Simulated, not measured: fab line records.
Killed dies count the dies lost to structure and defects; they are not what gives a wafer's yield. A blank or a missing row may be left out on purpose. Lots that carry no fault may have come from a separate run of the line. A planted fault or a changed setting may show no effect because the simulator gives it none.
A struck lot beside a sound one | flow gf180mcu | 14 steps out of a route of 602
Sound: these wafers, L543.4, L543.5, L543.6. The struck wafers were L542.1, L542.3, L542.5. The cause comes at the end.
Order at every step that has rows: each side's tool, ch and its chambers, its first start. Under that, the readings that differ: sound wafers | struck wafers | difference of the means | sigmas: that difference in standard deviations of wafers without a fault.
alike: readings whose means differ by less than 2 such deviations, and words and numbers that are the same on both sides. not compared: withheld readings, readings that some wafer has no value for, bounds like >300 that may hide the same value, and numbers for which the record gives no deviation and whose values overlap.
A row with sigmas, a row that says differs or no value, or rows on one side alone: a step with any of these is where the two part. Non-overlapping numbers with no deviation appear without sigmas and do not part them. A reading missing from all wafers of one side parts the sides only when that side holds two or more wafers.

first, 4 steps without rows for these wafers: GF_HV_LDD_IMPLANT_33; GF_HV_LDD_IMPLANT_34; GF_HV_LDD_IMPLANT_35; GF_HV_LDD_IMPLANT_36.
GF_HV_LDD_STRIP_37: strips in O2/N2.
  sound on plasma asher-02 ch 0,1, day 18 03:19; struck on plasma asher-01 ch 0, day 17 16:46
  alike: chamber pressure mTorr, drypump motor current A, heater power w, oes product au, strip time to endpoint s
  not compared: rf hours counter h
GF_HV_LDD_TW_MEAS_38:
  sound on film metro-01, day 18 03:24; struck on film metro-02, day 17 16:52
  reading     | sound          | struck         | difference | sigmas
  HV_LDD_3_TW | 1465 1468 1467 | 1436 1434 1444 | -29        | -2
then, 6 steps without rows for these wafers: GF_HV_LDD_DEHYDRATE_39 (time 60 s); GF_HV_LDD_HMDS_40 (prime time 60 s); GF_HV_LDD_COAT_41 (resist thk 1000 nm); GF_HV_LDD_SOFTBAKE_42 (time 60 s); GF_HV_LDD_EXPOSE_43 (exposes mask Pplus HV AREA, target cd 400 nm); GF_HV_LDD_PEB_44.
GF_HV_LDD_DEVELOP_45: develop time 60 s.
  struck on litho track-02, day 18 16:02; sound on litho track-03 ch 0, day 19 03:16
  no value came back on the struck wafers for chill plate temp C (C), develop time s (s); on the sound wafers chill plate temp C (C) reads 22.89 22.88 23.02
GF_HV_LDD_CD_MEAS_46: the cd target is 400 nm.
  sound on cd sem-01, day 19 03:23; struck on cd sem-01, day 18 16:11
  reading    | sound             | struck | difference                    | sigmas
  cd nm (nm) | 397.6 399.3 399.2 | - - -  | no value on the struck wafers |

WHERE THEY PART
Last at GF_HV_LDD_CD_MEAS_46 as far as this record goes, first at GF_HV_LDD_TW_MEAS_38.

WHY: what the simulator had put in
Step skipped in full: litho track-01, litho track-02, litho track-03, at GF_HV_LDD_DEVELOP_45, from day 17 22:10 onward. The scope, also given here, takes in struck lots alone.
